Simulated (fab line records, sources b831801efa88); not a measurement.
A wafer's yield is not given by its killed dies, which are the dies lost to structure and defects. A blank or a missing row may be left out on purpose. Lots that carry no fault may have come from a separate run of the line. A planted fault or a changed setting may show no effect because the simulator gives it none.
Which of the tools did it? / flow gf180mcu / 6 lots, 18 wafers sampled, at 1 step of a route of 602

WHAT EACH GAUGE READ, for each wafer
GF_HV_LDD_TW_MEAS_11.
lot=L104; measured=day 10 15:34; on=film-metro-02; HV_LDD_TW=2429 2420 2411
lot=L109; measured=day 12 02:41; on=film-metro-02; HV_LDD_TW=2420 2416 2421
lot=L111; measured=day 12 15:34; on=film-metro-02; HV_LDD_TW=2424 2422 2429
lot=L117; measured=day 14 18:19; on=film-metro-03; HV_LDD_TW=2350 2354 2348
lot=L120; measured=day 15 17:20; on=film-metro-02; HV_LDD_TW=2398 2394 2402
lot=L122; measured=day 16 05:01; on=film-metro-03; HV_LDD_TW=2377 2369 2365

WHICH TOOL RAN EACH LOT (tool, then ch and the chambers of the sampled wafers, then the start)
Before these readings, the record contains no process step.

THE ANSWER, worked out from the rows above alone
Rule: what is usual is taken from the lots themselves. The widest of any qualifying gaps counts: lots, ordered by their means at a reading, are off when they make up no more than a third of the lots, leave a main group of 4 or more, and stand apart from it by 3 or more times the standard deviation of that group's means. Not used: any main group whose means are identical at the precision the tables above print for the reading. Also off: a lot with no number at a reading for which 4 or more lots have one. All remaining lots with rows at the step are treated as sound.
Across all readings shown, no lot is off: no conclusion can be drawn from this.

WHAT HAD BEEN PUT IN BY THE SIMULATOR
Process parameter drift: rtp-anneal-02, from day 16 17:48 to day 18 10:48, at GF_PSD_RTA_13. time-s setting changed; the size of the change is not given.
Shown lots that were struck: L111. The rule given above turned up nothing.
